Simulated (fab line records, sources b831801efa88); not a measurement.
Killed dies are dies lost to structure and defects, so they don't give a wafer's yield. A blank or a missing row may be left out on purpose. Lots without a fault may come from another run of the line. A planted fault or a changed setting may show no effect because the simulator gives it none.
Which tool did it? | flow sfq_line | 6 lots, 18 wafers sampled, at 4 steps of a route of 325

WHAT THE GAUGES READ, wafer by wafer
SFQ_R5_THK_MEAS_934: measures by xrf.
lot  | measured     | on            | R5_MONX_THK (nm)
L772 | day 56 13:13 | film_metro-01 | 39.5 39.7 39.5
L776 | day 57 08:51 | film_metro-01 | 39.4 39.5 39.8
L781 | day 58 04:52 | film_metro-01 | 37.7 38.3 38.7
L786 | day 60 03:38 | film_metro-01 | 39.3 39.3 39.2
L789 | day 60 12:38 | film_metro-01 | 39.4 39.3 39.3
L793 | day 61 06:04 | film_metro-02 | 39.8 40.2 40.2

WHICH TOOL RAN EACH LOT (tool, then ch and the chambers of the sampled wafers, then the start)
lot  | SFQ_TRILAYER_I0_VIA_STRIP_STRIP_035 | SFQ_TRILAYER_A5B_DEP_PECVD_129  | SFQ_TRILAYER_R5_DEP_SPUTTER_133
L772 | rie_metal-04 ch 0,1, day 9 21:07    | pecvd-03 ch 0,1,2, day 56 04:35 | pvd_sputter-06, day 56 13:01
L776 | rie_metal-01 ch 0,1, day 14 18:55   | pecvd-04 ch 1,2, day 57 04:20   | pvd_sputter-04, day 57 08:39
L781 | rie_metal-02 ch 0,1, day 17 10:46   | pecvd-03 ch 0,1, day 57 22:10   | pvd_sputter-06, day 58 04:39
L786 | rie_metal-02 ch 0,1, day 18 16:46   | pecvd-03 ch 0,2, day 59 20:58   | pvd_sputter-05, day 60 03:26
L789 | rie_metal-02 ch 0,1, day 19 13:22   | pecvd-01 ch 0,1,2, day 60 06:34 | pvd_sputter-04, day 60 12:26
L793 | rie_metal-02 ch 0,1, day 20 17:58   | pecvd-04 ch 0,2, day 61 01:33   | pvd_sputter-04, day 61 05:52
- SFQ_TRILAYER_I0_VIA_STRIP_STRIP_035: strips in O2.
- SFQ_TRILAYER_A5B_DEP_PECVD_129: deposits SiO2 from SiH4/N2O, time 133.33 s, target thk 600 nm.
- SFQ_TRILAYER_R5_DEP_SPUTTER_133: material MoNx, target thk 40 nm, time 66.7 s.

THE ANSWER, worked out from the rows above alone
Rule: what is usual is taken from the lots themselves. Put in order of their means at a reading, lots are off if they are a third of the lots or fewer, leave a main group of 4 or more, and stand apart from it by a gap of 3 or more times the standard deviation of the main group's means; of several such gaps the widest counts. A main group whose means are all the same, to the digits that the tables above print for the reading, isn't used. A lot without any number at a reading at which 4 lots or more have one is off too. The other lots that the step has rows for count as sound.
Off: L781, at SFQ_R5_THK_MEAS_934 (R5_MONX_THK). The main group: mean 39.6 nm, standard deviation 0.28.
A tool fits if, at a process step before that reading, it ran every lot that is off, and no sound lot after the first of them. The gauges at SFQ_R5_THK_MEAS_934 are tried like those tools. One fits: pvd_sputter-06 at SFQ_TRILAYER_R5_DEP_SPUTTER_133. Its last sound lot is L772 (day 56 13:01), its first lot that is off L781 (day 58 04:39): a fault that began between those two fits.

WHAT THE SIMULATOR HAD PUT IN
Process parameter drift: pvd_sputter-06, from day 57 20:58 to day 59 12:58, at SFQ_TRILAYER_R5_DEP_SPUTTER_133. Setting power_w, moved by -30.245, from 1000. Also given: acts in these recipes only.
Lots struck among those shown: L781. The rule above found the same.
